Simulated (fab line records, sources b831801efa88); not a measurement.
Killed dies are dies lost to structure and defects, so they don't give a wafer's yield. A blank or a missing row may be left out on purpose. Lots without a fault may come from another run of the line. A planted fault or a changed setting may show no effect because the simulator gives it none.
fab line records | flow gf180mcu
record lots=5 wafers=15 last_day=34
route steps=602 shown SALICIDE@279 CONTACT@287 M1@315
lots that met no fault: from a run of the same line without faults
start_h: hours from the record's first day to the start of the lot's first wafer shown | wait_h: hours since the lot's step before | " the same as in the row above | L1.1+2: a row that stands for several wafers | - no value, or no start given | * or withheld: withheld | < > ~ a bound
route shown NAME@n: a module of which the file shows steps, and the number in the route of the first | usual: mean/standard deviation of fault-free wafers | same: alike in all rows | chamber/n: place in a boat | sites: the reading at each site | _std_site: their standard deviation | _edge_site: outer sites' mean less inner sites' | radius_mm: how far each site lies from the wafer's centre | mask NAME#n: copy n | behind: the tool/chamber that last shaped the wafer | hold: why the lot was held/for how many hours/how that ended | device: the transistor (n, p or np) that didn't switch | end of line: the same wafers' tests at the end of the route | a step without rows: its recipe alone | killed: dies lost to structure and defects at the first sort, not the wafer's yield | map: a wafer's dies, x killed, . not, _ none there
set.NAME: the setting as run; set.NAME@STEP: as run at that earlier step | model.NAME: the simulator's own value behind a step, which no gauge read
lots at some steps of the route; a table a step, a row a wafer
services: from which hour (start_h, from the record's first day; less than 0 if before it) a tool's chamber was out of use, for how many hours, and why
## steps
# step GF_SALICIDE_WET_ETCH_01
# recipe chemistry=dHF target_depth_nm=5 dry=ipa_marangoni target=SiO2 temp_c=25 dilution=100:1 time_s=100
# columns lot.wafer tool chamber start_h wait_h
L082.1+2+3 wet_bench-03 2 410.11 0.0
L086.1+2+3 wet_bench-01 0 460.51 0.0
L087.1+2+6 wet_bench-01 1 464.18 0.0
L088.1+4+6 wet_bench-03 0 468.77 0.0
L097.1+2+6 wet_bench-01 2 530.62 0.0
# step GF_SALICIDE_SPUTTER_02
# recipe material=Co target_thk_nm=10 power_w=1000 time_s=20 chamber_pressure_pa=0.4
# usual throttle_valve_pct=30.1/1.2
# columns lot.wafer tool chamber start_h wait_h throttle_valve_pct
L082.1 pvd_sputter-04 - 410.15 0.0 31.7
L082.2 " - " " 30.5
L082.3 " - " " 29.4
L086.1 pvd_sputter-02 - 460.55 0.0 29.7
L086.2 " - " " 28.4
L086.3 " - " " 31.6
L087.1 pvd_sputter-04 - 464.21 0.0 31.5
L087.2 " - " " 29.4
L087.6 " - " " 29.3
L088.1 pvd_sputter-04 - 468.80 0.0 32.0
L088.4 " - " " 29.7
L088.6 " - " " 29.3
L097.1 pvd_sputter-04 - 530.66 0.0 30.3
L097.2 " - " " 31.6
L097.6 " - " " 31.6
# step GF_SALICIDE_SPUTTER_03
# recipe material=TiN target_thk_nm=20 power_w=6500 time_s=16.7 chamber_pressure_pa=0.4
# usual throttle_valve_pct=30.1/1.2
# columns lot.wafer tool chamber start_h wait_h throttle_valve_pct
L082.1 pvd_sputter-04 - 410.18 0.0 31.7
L082.2 " - " " 30.3
L082.3 " - " " 29.3
L086.1 pvd_sputter-02 - 460.58 0.0 29.9
L086.2 " - " " 28.2
L086.3 " - " " 31.6
L087.1 pvd_sputter-04 - 464.24 0.0 31.7
L087.2 " - " " 29.3
L087.6 " - " " 29.4
L088.1 pvd_sputter-04 - 468.83 0.0 31.5
L088.4 " - " " 29.3
L088.6 " - " " 29.5
L097.1 pvd_sputter-04 - 530.69 0.0 30.3
L097.2 " - " " 31.7
L097.6 " - " " 31.7
# step GF_SALICIDE_RS_MEAS_04
# recipe thk_meas_gauge=four-point-probe reads=TiN_of_SALICIDE_SPUTTER_03+Co_of_SALICIDE_SPUTTER_02
# usual SALICIDE_TIN_RS=16.3/0.3
# columns lot.wafer tool chamber start_h wait_h SALICIDE_TIN_RS[ohm/sq]
L082.1 film_metro-02 - 410.20 0.0 16.4
L082.2 " - " " 16.1
L082.3 " - " " 16.1
L086.1 film_metro-01 - 460.60 0.0 16.1
L086.2 " - " " 16.6
L086.3 " - " " 16.5
L087.1 film_metro-03 - 464.27 0.0 16.5
L087.2 " - " " 16.1
L087.6 " - " " 16.1
L088.1 film_metro-01 - 468.86 0.0 16.1
L088.4 " - " " 16.4
L088.6 " - " " 16.1
L097.1 film_metro-03 - 530.71 0.0 16.1
L097.2 " - " " 16.2
L097.6 " - " " 16.2
# step GF_SALICIDE_THK_MEAS_05
# recipe thk_meas_gauge=xrf reads=TiN_of_SALICIDE_SPUTTER_03
# usual SALICIDE_TIN_THK=19.75/0.24
# columns lot.wafer tool chamber start_h wait_h SALICIDE_TIN_THK[nm]
L082.1 film_metro-02 - 410.32 0.1 19.52
L082.2 " - " " 19.81
L082.3 " - " " 19.78
L086.1 film_metro-01 - 460.72 0.1 19.90
L086.2 " - " " 19.91
L086.3 " - " " 19.71
L087.1 film_metro-03 - 464.39 0.1 20.22
L087.2 " - " " 20.27
L087.6 " - " " 20.34
L088.1 film_metro-01 - 468.98 0.1 19.93
L088.4 " - " " 19.94
L088.6 " - " " 19.74
L097.1 film_metro-03 - 530.83 0.1 19.99
L097.2 " - " " 20.05
L097.6 " - " " 19.81
# step GF_SALICIDE_RTA_06
# recipe temp_c=530 time_s=30 ambient=N2
# usual lamp_power_pct=5.97/0.26 wafer_temp_C_max=532.8/0.96
# columns lot.wafer tool chamber start_h wait_h lamp_power_pct wafer_temp_C_max
L082.1 rtp_anneal-02 0 410.38 0.1 5.60 531.3
L082.2 " 0 " " 5.60 531.9
L082.3 " 0 " " 5.60 531.3
L086.1 rtp_anneal-01 0 460.78 0.1 6.15 532.6
L086.2 " 0 " " 6.16 534.5
L086.3 " 0 " " 6.15 533.2
L087.1 rtp_anneal-01 0 464.45 0.1 6.16 533.4
L087.2 " 0 " " 6.15 534.2
L087.6 " 0 " " 6.16 533.3
L088.1 rtp_anneal-01 0 469.04 0.1 6.16 533.7
L088.4 " 0 " " 6.16 533.1
L088.6 " 0 " " 6.16 534.0
L097.1 rtp_anneal-01 0 530.89 0.1 6.16 533.8
L097.2 " 0 " " 6.16 533.7
L097.6 " 0 " " 6.15 533.6
# step GF_SALICIDE_WET_ETCH_07
# recipe chemistry=SPM target_depth_nm=120 dry=n2_spin
# columns lot.wafer tool chamber start_h wait_h
L082.1+2+3 wet_bench-01 2 410.48 0.1
L086.1+2+3 wet_bench-03 1 460.88 0.1
L087.1+2+6 wet_bench-02 3 464.55 0.1
L088.1+4+6 wet_bench-02 2 469.14 0.1
L097.1+2+6 wet_bench-01 2 530.99 0.1
# step GF_SALICIDE_RTA_08
# recipe temp_c=800 time_s=30 ambient=N2
# usual lamp_power_pct=16.1/0.75 wafer_temp_C_max=803.5/1.3
# columns lot.wafer tool chamber start_h wait_h lamp_power_pct wafer_temp_C_max
L082.1 rtp_anneal-01 0 410.58 0.0 17.1 804.8
L082.2 " 0 " " 17.1 805.2
L082.3 " 0 " " 17.1 808.2
L086.1 rtp_anneal-02 0 460.98 0.0 15.5 802.3
L086.2 " 0 " " 15.5 802.6
L086.3 " 0 " " 15.6 803.4
L087.1 rtp_anneal-02 0 464.65 0.0 15.5 802.7
L087.2 " 0 " " 15.5 802.8
L087.6 " 0 " " 15.5 802.9
L088.1 rtp_anneal-02 0 469.24 0.0 15.6 803.1
L088.4 " 0 " " 15.6 803.3
L088.6 " 0 " " 15.5 803.2
L097.1 rtp_anneal-02 0 531.09 0.0 15.5 802.8
L097.2 " 0 " " 15.6 802.5
L097.6 " 0 " " 15.5 803.7
# step GF_CONTACT_CVD_00
# recipe material=SiO2 target_thk_nm=300 sigma_open_frac=0.3 temp_c=400 time_s=50 sih4_flow_sccm=60 pressure_mtorr=6
# usual sih4_flow_sccm=59.98/0.19 susceptor_temp_C=400.01/0.22
# columns lot.wafer tool chamber start_h wait_h sih4_flow_sccm susceptor_temp_C
L082.1 hdpcvd-02 1 410.68 0.1 60.06 400.02
L082.2 " 0 " " 59.91 399.66
L082.3 " 2 " " 59.73 399.96
L086.1 hdpcvd-02 2 461.08 0.1 59.82 400.02
L086.2 " 0 " " 60.16 399.92
L086.3 " 1 " " 60.03 399.78
L087.1 hdpcvd-01 1 464.75 0.1 59.92 400.05
L087.2 " 2 " " 59.87 400.09
L087.6 " 0 " " 60.11 400.19
L088.1 hdpcvd-02 1 469.34 0.1 59.61 400.21
L088.4 " 0 " " 59.88 399.83
L088.6 " 2 " " 60.07 400.05
L097.1 hdpcvd-02 0 531.19 0.1 59.99 400.06
L097.2 " 1 " " 60.05 400.14
L097.6 " 2 " " 59.68 399.89
# step GF_CONTACT_THK_MEAS_01
# recipe reads=SiO2_of_CONTACT_CVD_00
# usual CONTACT_CVD_00_THK=298.1/3
# columns lot.wafer tool chamber start_h wait_h CONTACT_CVD_00_THK[nm]
L082.1 film_metro-03 - 410.73 0.0 296.1
L082.2 " - " " 296.6
L082.3 " - " " 296.4
L086.1 film_metro-03 - 461.13 0.0 302.8
L086.2 " - " " 301.0
L086.3 " - " " 300.6
L087.1 film_metro-01 - 464.79 0.0 302.6
L087.2 " - " " 301.0
L087.6 " - " " 298.8
L088.1 film_metro-01 - 469.38 0.0 298.9
L088.4 " - " " 297.4
L088.6 " - " " 299.3
L097.1 film_metro-04 - 531.24 0.0 301.2
L097.2 " - " " 296.6
L097.6 " - " " 298.2
# step GF_CONTACT_CVD_02
# recipe material=SiO2 target_thk_nm=860 precursor=TEOS temp_c=400 time_s=95.992 rf_w=600
# usual heater_power_w=671/80 susceptor_temp_C=400.02/0.21
# columns lot.wafer tool chamber start_h wait_h heater_power_w susceptor_temp_C
L082.1 pecvd-02 0 410.79 0.1 616 400.00
L082.2 " 2 " " 791 400.32
L082.3 " 1 " " 726 399.77
L086.1 pecvd-02 0 461.19 0.1 634 400.11
L086.2 " 1 " " 680 399.68
L086.3 " 2 " " 803 399.98
L087.1 pecvd-01 1 464.85 0.1 718 400.30
L087.2 " 0 " " 708 400.08
L087.6 " 2 " " 633 400.10
L088.1 pecvd-01 1 469.44 0.1 748 399.80
L088.4 " 2 " " 650 399.86
L088.6 " 1 " " 630 399.97
L097.1 pecvd-04 2 531.30 0.1 622 399.95
L097.2 " 0 " " 588 400.19
L097.6 " 1 " " 712 400.09
# step GF_CONTACT_THK_MEAS_03
# recipe reads=SiO2_of_CONTACT_CVD_02
# usual CONTACT_CVD_02_THK=857/10
# columns lot.wafer tool chamber start_h wait_h CONTACT_CVD_02_THK[nm]
L082.1 film_metro-04 - 410.86 0.0 835
L082.2 " - " " 830
L082.3 " - " " 845
L086.1 film_metro-03 - 461.26 0.0 854
L086.2 " - " " 845
L086.3 " - " " 851
L087.1 film_metro-03 - 464.92 0.0 836
L087.2 " - " " 844
L087.6 " - " " 867
L088.1 film_metro-01 - 469.51 0.0 853
L088.4 " - " " 877
L088.6 " - " " 873
L097.1 film_metro-03 - 531.37 0.0 852
L097.2 " - " " 848
L097.6 " - " " 868
# step GF_CONTACT_CMP_04
# recipe material=SiO2 down_force_psi=4 platen_rpm=60 pad_velocity_m_s=0.94248
# usual motor_current_A=11.8/1.4 retaining_ring_pressure_frac=1.000/0.0047 time_to_endpoint_s=110/5.6
# columns lot.wafer tool chamber start_h wait_h motor_current_A retaining_ring_pressure_frac time_to_endpoint_s
L082.1 cmp-01 1 410.97 0.1 12.1 0.992 106
L082.2 " 2 " " 12.7 1.000 106
L082.3 " 3 " " 12.1 1.004 112
L086.2 cmp-01 3 461.32 0.0 12.0 0.998 107
L086.3 " 0 " " 12.1 0.997 113
L086.1 " 1 " " 12.3 0.999 110
L087.2 cmp-02 2 465.03 0.1 10.4 0.994 103
L087.1 " 0 " " 15.0 0.996 104
L087.6 " 2 " " 10.5 0.999 113
L088.1 cmp-01 1 469.57 0.1 11.7 1.002 105
L088.4 " 2 " " 11.9 0.996 118
L088.6 " 2 " " 12.5 1.002 116
L097.2 cmp-01 3 531.48 0.1 11.5 0.993 107
L097.1 " 0 " " 12.6 0.997 109
L097.6 " 3 " " 11.3 1.007 118
# step GF_CONTACT_BOW_MEAS_05
# recipe mode=bow
# usual CONTACT_BOW=65/7.8
# columns lot.wafer tool chamber start_h wait_h CONTACT_BOW[um]
L082.1 film_metro-04 - 411.22 0.2 78
L082.2 " - " " 82
L082.3 " - " " 63
L086.1 film_metro-03 - 461.62 0.1 63
L086.2 " - " " 68
L086.3 " - " " 64
L087.1 film_metro-03 - 465.28 0.1 71
L087.2 " - " " 56
L087.6 " - " " 62
L088.1 film_metro-03 - 469.87 0.2 48
L088.4 " - " " 61
L088.6 " - " " 59
L097.1 film_metro-03 - 531.73 0.1 60
L097.2 " - " " 63
L097.6 " - " " 57
# step GF_CONTACT_DEHYDRATE_06
# recipe temp_c=200 time_s=60
# columns lot.wafer tool chamber start_h wait_h
L082.1+2+3 litho_track-01 0 422.30 11.1
L086.1+2+3 litho_track-01 0 473.15 11.5
L087.1+2+6 litho_track-01 0 476.80 11.5
L088.1+4+6 litho_track-02 0 481.19 11.3
L097.1+2+6 litho_track-02 0 542.79 11.0
# step GF_CONTACT_HMDS_07
# recipe prime_time_s=60 prime_temp_c=120
# same prime_time_s=60
# columns lot.wafer tool chamber start_h wait_h
L082.1+2+3 litho_track-01 0 422.45 0.1
L086.1+2+3 litho_track-01 0 473.30 0.1
L087.1+2+6 litho_track-01 0 476.95 0.1
L088.1+4+6 litho_track-02 0 481.34 0.1
L097.1+2+6 litho_track-02 0 542.94 0.1
# step GF_CONTACT_COAT_08
# recipe resist=BARC temp_c=withheld time_s=withheld spin_rpm=withheld resist_thk_nm=withheld
# columns lot.wafer tool chamber start_h wait_h
L082.1+2+3 litho_track-01 0 422.60 0.1
L086.1+2+3 litho_track-01 0 473.45 0.1
L087.1+2+6 litho_track-01 0 477.10 0.1
L088.1+4+6 litho_track-02 0 481.49 0.1
L097.1+2+6 litho_track-02 0 543.09 0.1
# step GF_CONTACT_COAT_09
# recipe resist=KrF spin_rpm=withheld resist_thk_nm=1000
# columns lot.wafer tool chamber start_h wait_h
L082.1+2+3 litho_track-01 0 - -
L086.1+2+3 litho_track-01 0 - -
L087.1+2+6 litho_track-01 0 - -
L088.1+4+6 litho_track-02 0 - -
L097.1+2+6 litho_track-02 0 - -
# step GF_CONTACT_SOFTBAKE_10
# recipe temp_c=130 time_s=60 resist=KrF
# columns lot.wafer tool chamber start_h wait_h
L082.1+2+3 litho_track-01 0 - -
L086.1+2+3 litho_track-01 0 - -
L087.1+2+6 litho_track-01 0 - -
L088.1+4+6 litho_track-02 0 - -
L097.1+2+6 litho_track-02 0 - -
# step GF_CONTACT_EXPOSE_11
# recipe mask_id=Contact target_cd_nm=220 na=0.68 source_shape=conventional sigma_outer=0.6 dose_mj=38
# columns lot.wafer tool chamber start_h wait_h mask
L082.1+2+3 krf_scanner-01 0 - - Contact#0
L086.1+2+3 krf_scanner-02 0 - - Contact#0
L087.1+2+6 krf_scanner-01 0 - - Contact#0
L088.1+4+6 krf_scanner-02 0 - - Contact#0
L097.1+2+6 krf_scanner-02 0 - - Contact#0
# step GF_CONTACT_PEB_12
# recipe peb_temp_c=135 peb_time_s=90 resist=KrF
# columns lot.wafer tool chamber start_h wait_h
L082.1+2+3 litho_track-03 0 - -
L086.1+2+3 litho_track-01 0 - -
L087.1+2+6 litho_track-03 0 - -
L088.1+4+6 litho_track-01 0 - -
L097.1+2+6 litho_track-02 0 - -
# step GF_CONTACT_DEVELOP_13
# recipe develop_time_s=60 resist=KrF dev_temp_c=21
# columns lot.wafer tool chamber start_h wait_h
L082.1+2+3 litho_track-03 0 434.74 0.2
L086.1+2+3 litho_track-01 0 485.70 0.2
L087.1+2+6 litho_track-03 0 489.49 0.2
L088.1+4+6 litho_track-01 0 493.15 0.2
L097.1+2+6 litho_track-02 0 554.34 0.2
# step GF_CONTACT_CD_MEAS_14
# recipe target_cd_nm=220
# usual cd_nm=219.7/1.6
# columns lot.wafer tool chamber start_h wait_h cd_nm
L082.1 cd_sem-01 - 434.89 0.1 220.2
L082.2 " - " " 222.4
L082.3 " - " " 221.1
L086.1 cd_sem-02 - 485.85 0.1 217.5
L086.2 " - " " 216.3
L086.3 " - " " 217.5
L087.1 cd_sem-01 - 489.64 0.1 221.8
L087.2 " - " " 221.0
L087.6 " - " " 222.8
L088.1 cd_sem-02 - 493.30 0.1 219.4
L088.4 " - " " 217.8
L088.6 " - " " 219.0
L097.1 cd_sem-02 - 554.49 0.1 218.8
L097.2 " - " " 218.6
L097.6 " - " " 220.1
# step GF_CONTACT_OVL_MEAS_15
# usual CONTACT_OVL=2/4.7
# columns lot.wafer tool chamber start_h wait_h CONTACT_OVL[nm]
L082.1 overlay-01 - 435.01 0.1 5
L082.2 " - " " 3
L082.3 " - " " 9
L086.1 overlay-02 - 485.97 0.1 0
L086.2 " - " " -1
L086.3 " - " " 1
L087.1 overlay-02 - 489.76 0.1 9
L087.2 " - " " 16
L087.6 " - " " 15
L088.1 overlay-02 - 493.42 0.1 13
L088.4 " - " " 13
L088.6 " - " " 11
L097.1 overlay-02 - 554.61 0.1 -1
L097.2 " - " " -3
L097.6 " - " " -3
# step GF_CONTACT_ETCH_16
# recipe chemistry=N2/H2 target_depth_a=withheld overetch_a=withheld time_s=withheld target=BARC ion_energy_ev=200 source_w=500 bias_w=100 pressure_mtorr=30 n2_flow_sccm=100 h2_flow_sccm=200
# usual bias_w=100.0/0.31 drypump_motor_current_A=5.6/0.38 oes_product_au=0.854/0.005 throttle_valve_pct=13.225/0.0094
# columns lot.wafer tool chamber start_h wait_h bias_w drypump_motor_current_A oes_product_au throttle_valve_pct
L082.1 rie_diel-04 0 435.04 0.0 99.8 5.5 0.855 13.227
L082.2 " 2 " " 99.4 6.6 0.848 13.245
L082.3 " 3 " " 100.1 5.9 0.857 13.210
L086.1 rie_diel-02 3 486.01 0.0 100.0 6.4 0.850 13.215
L086.2 " 0 " " 100.5 5.8 0.854 13.217
L086.3 " 1 " " 99.9 5.2 0.856 13.229
L087.1 rie_diel-03 0 489.79 0.0 100.2 5.1 0.852 13.237
L087.2 " 3 " " 100.3 5.7 0.853 13.225
L087.6 " 1 " " 99.8 5.5 0.853 13.228
L088.1 rie_diel-02 0 493.46 0.0 100.0 5.8 0.847 13.238
L088.4 " 1 " " 100.1 5.3 0.858 13.210
L088.6 " 2 " " 100.3 5.5 0.859 13.228
L097.1 rie_diel-02 3 554.64 0.0 100.3 6.3 0.860 13.230
L097.2 " 2 " " 100.1 5.6 0.852 13.215
L097.6 " 1 " " 99.8 5.3 0.862 13.236
# step GF_CONTACT_ETCH_17
# recipe chemistry=C4F8/O2/Ar mask_material=KrF target=SiO2 stop_on=CoSi2 source_w=1500 bias_w=1200 pressure_mtorr=40 c4f8_flow_sccm=withheld O2_flow_sccm=6 Ar_flow_sccm=300 time_s=withheld target_depth_a=8600
# usual bias_w=1200/3.5 oes_product_au=0.814/0.0048
# columns lot.wafer tool chamber start_h wait_h bias_w oes_product_au
L082.1 rie_diel-04 0 - - 1207 0.821
L082.2 " 2 " " 1196 0.806
L082.3 " 3 " " 1199 0.813
L086.1 rie_diel-02 3 - - 1201 0.814
L086.2 " 0 " " 1199 0.822
L086.3 " 1 " " 1199 0.811
L087.1 rie_diel-03 0 - - 1203 0.821
L087.2 " 3 " " 1197 0.823
L087.6 " 1 " " 1203 0.813
L088.1 rie_diel-02 0 - - 1191 0.814
L088.4 " 1 " " 1202 0.813
L088.6 " 2 " " 1201 0.807
L097.1 rie_diel-02 3 - - 1201 0.815
L097.2 " 2 " " 1198 0.815
L097.6 " 1 " " 1197 0.810
# step GF_CONTACT_STRIP_18
# recipe chemistry=O2/N2 power_w=1400 pressure_mtorr=1500 platen_temp_c=251.2 o2_flow_sccm=3000 n2_flow_sccm=300 overash_fraction=0.5
# usual drypump_motor_current_A=6.0/0.72 heater_power_w=357/40 oes_product_au=0.580/0.0048
# columns lot.wafer tool chamber start_h wait_h drypump_motor_current_A heater_power_w oes_product_au rf_hours_counter_h
L082.1 plasma_asher-02 0 435.21 - 6.0 395 0.579 34
L082.2 " 1 " " 6.6 418 0.580 34
L082.3 " 0 " " 6.0 398 0.572 -
L086.1 plasma_asher-01 1 486.17 - 6.8 373 0.582 66
L086.2 " 0 " " 4.7 307 0.571 66
L086.3 " 0 " " 4.7 304 0.577 -
L087.1 plasma_asher-01 0 489.96 - 4.7 312 0.570 66
L087.2 " 1 " " 6.8 359 0.571 66
L087.6 " 1 " " 6.8 380 0.582 -
L088.1 plasma_asher-04 0 493.62 - 6.1 314 0.584 89
L088.4 " 1 " " 6.2 329 0.579 -
L088.6 " 1 " " 6.2 332 0.574 -
L097.1 plasma_asher-01 0 554.81 - 4.7 313 0.583 73
L097.2 " 1 " " 6.8 364 0.584 73
L097.6 " 1 " " 6.7 350 0.573 -
# step GF_CONTACT_CLEAN_19
# recipe chemistry=SPM
# columns lot.wafer tool chamber start_h wait_h
L082.1+2+3 wet_bench-01 1 435.31 0.1
L086.1+2+3 wet_bench-01 3 486.27 0.1
L087.1+2+6 wet_bench-01 1 490.06 0.1
L088.1+4+6 wet_bench-04 3 493.72 0.1
L097.1+2+6 wet_bench-01 1 554.91 0.1
# step GF_CONTACT_CLEAN_20
# recipe chemistry=DIW
# columns lot.wafer tool chamber start_h wait_h
L082.1+2+3 wet_bench-04 3 435.40 0.0
L086.1+2+3 wet_bench-02 3 486.36 0.0
L087.1+2+6 wet_bench-02 3 490.16 0.0
L088.1+4+6 wet_bench-01 2 493.81 0.0
L097.1+2+6 wet_bench-02 0 555.01 0.0
# step GF_CONTACT_CLEAN_21
# recipe chemistry=dHF time_s=20 dilution=100:1 dry=ipa_marangoni
# columns lot.wafer tool chamber start_h wait_h
L082.1+2+3 wet_bench-02 3 435.58 0.0
L086.1+2+3 wet_bench-04 2 486.46 0.0
L087.1+2+6 wet_bench-04 2 490.25 0.0
L088.1+4+6 wet_bench-02 2 493.91 0.0
L097.1+2+6 wet_bench-04 2 555.11 0.0
# step GF_CONTACT_SPUTTER_22
# recipe material=Ti target_thk_nm=15 chamber_pressure_pa=5 power_w=2500 substrate_temp_c=200 time_s=80.02
# usual throttle_valve_pct=30.0/1.2
# columns lot.wafer tool chamber start_h wait_h throttle_valve_pct
L082.1 pvd_sputter-01 - 435.60 0.0 29.0
L082.2 " - " " 32.4
L082.3 " - " " 30.0
L086.1 pvd_sputter-04 - 486.48 0.0 29.2
L086.2 " - " " 29.4
L086.3 " - " " 31.7
L087.1 pvd_sputter-01 - 490.26 0.0 30.0
L087.2 " - " " 32.3
L087.6 " - " " 29.0
L088.1 pvd_sputter-04 - 493.92 0.0 29.3
L088.4 " - " " 31.5
L088.6 " - " " 31.7
L097.1 pvd_sputter-04 - 555.12 0.0 31.8
L097.2 " - " " 29.4
L097.6 " - " " 29.4
# step GF_CONTACT_SPUTTER_23
# recipe material=TiN target_thk_nm=10 chamber_pressure_pa=5 power_w=4000 time_s=40
# usual throttle_valve_pct=30.0/1.2
# columns lot.wafer tool chamber start_h wait_h throttle_valve_pct
L082.1 pvd_sputter-01 - 435.66 0.0 29.5
L082.2 " - " " 32.8
L082.3 " - " " 30.2
L086.1 pvd_sputter-04 - 486.54 0.0 29.5
L086.2 " - " " 29.2
L086.3 " - " " 31.7
L087.1 pvd_sputter-01 - 490.32 0.0 29.9
L087.2 " - " " 32.5
L087.6 " - " " 28.6
L088.1 pvd_sputter-04 - 493.98 0.0 29.5
L088.4 " - " " 31.6
L088.6 " - " " 31.4
L097.1 pvd_sputter-04 - 555.18 0.0 31.5
L097.2 " - " " 29.3
L097.6 " - " " 29.3
# step GF_CONTACT_CVD_24
# recipe material=W target_thk_nm=300 time_s=90.339 temp_c=400 pressure_torr=40
# usual heater_power_w=845/47 susceptor_temp_C=400.01/0.25
# columns lot.wafer tool chamber start_h wait_h heater_power_w susceptor_temp_C
L082.1 cvd_w-02 1 435.70 0.0 847 400.05
L082.2 " 0 " " 788 400.19
L082.3 " 1 " " 884 399.84
L086.1 cvd_w-02 1 486.58 0.0 882 399.97
L086.2 " 0 " " 757 399.71
L086.3 " 1 " " 866 399.95
L087.1 cvd_w-01 0 490.36 0.0 879 399.63
L087.2 " 1 " " 842 400.32
L087.6 " 1 " " 836 400.38
L088.1 cvd_w-01 0 494.02 0.0 872 400.17
L088.4 " 1 " " 867 400.47
L088.6 " 0 " " 907 400.05
L097.1 cvd_w-02 0 555.22 0.0 783 399.77
L097.2 " 1 " " 877 399.68
L097.6 " 0 " " 770 399.77
# step GF_CONTACT_RS_MEAS_25
# recipe thk_meas_gauge=four-point-probe reads=W_of_CONTACT_CVD_24+TiN_of_CONTACT_SPUTTER_23+Ti_of_CONTACT_SPUTTER_22
# usual CONTACT_W_RS=0.382/0.004
# columns lot.wafer tool chamber start_h wait_h CONTACT_W_RS[ohm/sq]
L082.1 film_metro-01 - 435.80 0.1 0.380
L082.2 " - " " 0.382
L082.3 " - " " 0.377
L086.1 film_metro-03 - 486.68 0.1 0.382
L086.2 " - " " 0.385
L086.3 " - " " 0.382
L087.1 film_metro-01 - 490.46 0.1 0.390
L087.2 " - " " 0.391
L087.6 " - " " 0.385
L088.1 film_metro-04 - 494.12 0.1 0.383
L088.4 " - " " 0.377
L088.6 " - " " 0.381
L097.1 film_metro-04 - 555.32 0.1 0.374
L097.2 " - " " 0.382
L097.6 " - " " 0.379
# step GF_CONTACT_THK_MEAS_26
# recipe thk_meas_gauge=xrf reads=W_of_CONTACT_CVD_24
# usual CONTACT_W_THK=298/3.8
# columns lot.wafer tool chamber start_h wait_h CONTACT_W_THK[nm]
L082.1 film_metro-01 - 435.92 0.1 298
L082.2 " - " " 298
L082.3 " - " " 301
L086.1 film_metro-03 - 486.80 0.1 294
L086.2 " - " " 295
L086.3 " - " " 296
L087.1 film_metro-01 - 490.58 0.1 292
L087.2 " - " " 293
L087.6 " - " " 296
L088.1 film_metro-04 - 494.24 0.1 295
L088.4 " - " " 300
L088.6 " - " " 298
L097.1 film_metro-04 - 555.44 0.1 298
L097.2 " - " " 296
L097.6 " - " " 297
# step GF_CONTACT_CMP_27
# recipe stop_on=SiO2 down_force_psi=3.5 platen_rpm=60 t_overpolish_s=15 target_thk_nm=0 pad_velocity_m_s=0.94248
# usual motor_current_A=10.8/1.5 overpolish_run_s=15.000/0.0091 retaining_ring_pressure_frac=1.000/0.0045 time_to_endpoint_s=72/4
# columns lot.wafer tool chamber start_h wait_h motor_current_A overpolish_run_s retaining_ring_pressure_frac time_to_endpoint_s
L082.2 cmp-02 0 435.98 0.0 13.4 14.993 0.998 73
L082.1 " 1 " " 9.9 14.999 1.002 64
L082.3 " 3 " " 8.5 15.001 1.001 69
L086.1 cmp-02 3 486.86 0.1 9.2 15.004 0.990 72
L086.2 " 0 " " 12.8 15.017 1.001 74
L086.3 " 2 " " 9.7 14.993 1.006 72
L087.1 cmp-01 0 490.69 0.1 11.4 15.005 0.995 80
L087.2 " 2 " " 12.0 14.996 1.004 74
L087.6 " 0 " " 11.2 15.000 1.000 77
L088.4 cmp-01 0 494.35 0.1 11.3 14.994 0.999 81
L088.1 " 1 " " 11.0 15.005 0.998 79
L088.6 " 3 " " 10.5 14.995 1.015 78
L097.1 cmp-01 3 555.63 0.2 10.6 15.010 1.002 76
L097.2 " 0 " " 10.9 14.999 1.002 73
L097.6 " 2 " " 11.3 14.995 0.998 75
# step GF_M1_SPUTTER_00
# recipe material=Ti target_thk_nm=37.5 arriving_ion_energy_ev=80 substrate_temp_c=200 chamber_pressure_pa=2 power_w=4000 time_s=150
# usual throttle_valve_pct=30.2/1.2
# columns lot.wafer tool chamber start_h wait_h throttle_valve_pct
L082.1 pvd_sputter-04 - 436.28 0.2 29.2
L082.2 " - " " 30.5
L082.3 " - " " 31.6
L086.1 pvd_sputter-02 - 487.16 0.2 31.3
L086.2 " - " " 29.4
L086.3 " - " " 28.3
L087.1 pvd_sputter-04 - 490.94 0.2 29.5
L087.2 " - " " 30.4
L087.6 " - " " 29.1
L088.1 pvd_sputter-01 - 494.60 0.1 29.8
L088.4 " - " " 32.5
L088.6 " - " " 32.4
L097.1 pvd_sputter-01 - 555.88 0.2 29.0
L097.2 " - " " 32.2
L097.6 " - " " 28.7
# step GF_M1_SPUTTER_01
# recipe material=TiN target_thk_nm=30 power_w=6500 time_s=25 chamber_pressure_pa=0.4
# usual throttle_valve_pct=30.2/1.2
# columns lot.wafer tool chamber start_h wait_h throttle_valve_pct
L082.1 pvd_sputter-04 - 436.38 0.1 29.7
L082.2 " - " " 30.1
L082.3 " - " " 31.6
L086.1 pvd_sputter-02 - 487.26 0.1 31.5
L086.2 " - " " 29.8
L086.3 " - " " 28.5
L087.1 pvd_sputter-04 - 491.04 0.1 29.3
L087.2 " - " " 30.5
L087.6 " - " " 29.7
L088.1 pvd_sputter-01 - 494.70 0.1 29.8
L088.4 " - " " 32.7
L088.6 " - " " 32.3
L097.1 pvd_sputter-01 - 555.98 0.1 29.0
L097.2 " - " " 32.0
L097.6 " - " " 28.6
## services
# columns tool chamber start_h hours kind
cvd_w-01 - 390.04 14.0 pm
krf_scanner-02 - 394.63 3.6 pm
rie_diel-04 0 397.37 6.1 repair
rie_diel-02 3 398.23 12.8 repair
rie_diel-04 1 398.57 5.8 repair
cmp-01 - 404.00 4.0 pm
krf_scanner-02 - 410.76 5.1 repair
krf_scanner-02 - 415.82 4.0 pm
krf_scanner-02 - 419.99 1.1 repair
plasma_asher-01 - 426.21 0.7 repair
plasma_asher-01 - 440.08 8.0 repair
krf_scanner-02 - 443.02 2.1 repair
cmp-02 - 453.00 1.2 repair
cvd_w-02 - 456.00 1.0 repair
krf_scanner-02 - 460.45 0.8 pm
krf_scanner-02 - 482.69 1.3 pm
wet_bench-03 - 496.75 4.4 pm
krf_scanner-02 - 503.12 0.2 repair
krf_scanner-02 - 509.46 1.0 pm
rie_diel-02 - 522.64 0.9 repair
cvd_w-02 - 523.85 2.9 repair
wet_bench-01 - 533.40 11.9 repair
cmp-02 - 543.25 2.3 repair
cmp-01 - 552.71 1.8 repair
## key
fault none
